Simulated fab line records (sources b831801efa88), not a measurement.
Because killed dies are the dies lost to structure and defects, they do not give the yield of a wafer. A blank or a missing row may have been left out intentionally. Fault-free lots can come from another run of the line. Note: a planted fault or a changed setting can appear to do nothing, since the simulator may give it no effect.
Matching of chambers || flow sky130 || SKY_LI_CONTACT_CMP_02 on cmp-01: 4 sister chambers
The step polishes PSG. 8 wafers are shown with their chamber, then 10 later ones without.

== WAFERS, EACH WITH ITS CHAMBER ==
{"wafer": "L708.1", "chamber": 2, "motorCurrentA (A)": 11.1, "timeToEndpointS (s)": 29.7}
{"wafer": "L708.3", "chamber": 3, "motorCurrentA (A)": 10.5, "timeToEndpointS (s)": 29.3}
{"wafer": "L708.4", "chamber": 1, "motorCurrentA (A)": 11.7, "timeToEndpointS (s)": 31.3}
{"wafer": "L718.1", "chamber": 2, "motorCurrentA (A)": 11.1, "timeToEndpointS (s)": 31.3}
{"wafer": "L718.2", "chamber": 0, "motorCurrentA (A)": 13.0, "timeToEndpointS (s)": 31.6}
{"wafer": "L718.3", "chamber": 1, "motorCurrentA (A)": 11.4, "timeToEndpointS (s)": 28.4}
{"wafer": "L719.1", "chamber": 0, "motorCurrentA (A)": 12.8, "timeToEndpointS (s)": 29.7}
{"wafer": "L719.3", "chamber": 3, "motorCurrentA (A)": 10.4, "timeToEndpointS (s)": 31.9}

== WAFERS WITH NO CHAMBER GIVEN ==
{"wafer": "L719.4", "motorCurrentA (A)": 11.7, "timeToEndpointS (s)": 29.3}
{"wafer": "L720.2", "motorCurrentA (A)": 10.7, "timeToEndpointS (s)": 31.7}
{"wafer": "L720.3", "motorCurrentA (A)": 12.6, "timeToEndpointS (s)": 30.2}
{"wafer": "L720.4", "motorCurrentA (A)": 11.2, "timeToEndpointS (s)": 34.4}
{"wafer": "L723.1", "motorCurrentA (A)": 12.6, "timeToEndpointS (s)": 29.4}
{"wafer": "L723.3", "motorCurrentA (A)": 11.5, "timeToEndpointS (s)": 29.2}
{"wafer": "L723.5", "motorCurrentA (A)": 10.7, "timeToEndpointS (s)": 29.3}
{"wafer": "L722.1", "motorCurrentA (A)": 11.3, "timeToEndpointS (s)": 28.1}
{"wafer": "L722.2", "motorCurrentA (A)": 10.6, "timeToEndpointS (s)": 31.0}
{"wafer": "L722.4", "motorCurrentA (A)": 10.1, "timeToEndpointS (s)": 33.1}

== CHAMBER TAKEN BY EACH ==
{"wafer": "L719.4", "from the rows above": 1, "in truth": 1}
{"wafer": "L720.2", "from the rows above": "can't be placed: 3 or 2", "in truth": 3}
{"wafer": "L720.3", "from the rows above": 0, "in truth": 0}
{"wafer": "L720.4", "from the rows above": "can't be placed: 2 or 1", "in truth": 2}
{"wafer": "L723.1", "from the rows above": 0, "in truth": 0}
{"wafer": "L723.3", "from the rows above": 1, "in truth": 1}
{"wafer": "L723.5", "from the rows above": "can't be placed: 3 or 2", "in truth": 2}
{"wafer": "L722.1", "from the rows above": "can't be placed: 2 or 1", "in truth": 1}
{"wafer": "L722.2", "from the rows above": 3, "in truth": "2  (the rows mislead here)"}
{"wafer": "L722.4", "from the rows above": 3, "in truth": 3}
Placed correctly: 5 of 10. Unplaceable from these rows: 4, with the true chamber sitting among the candidates in 4. 1 placed wrongly.
How it was worked out, from the rows above alone: a wafer's distance from a chamber is the root of the sum, over the readings, of the square of ((its reading less the chamber's mean) divided by the reading's scatter). The wafer belongs to the nearest chamber; if the next one is less than 2 further off, it can't be placed. For every chamber, the mean is computed from those of its wafers that are shown. The scatter: the root of (the sum of the squares of (reading less its chamber's mean) over the shown wafers, divided by (wafers less chambers)).
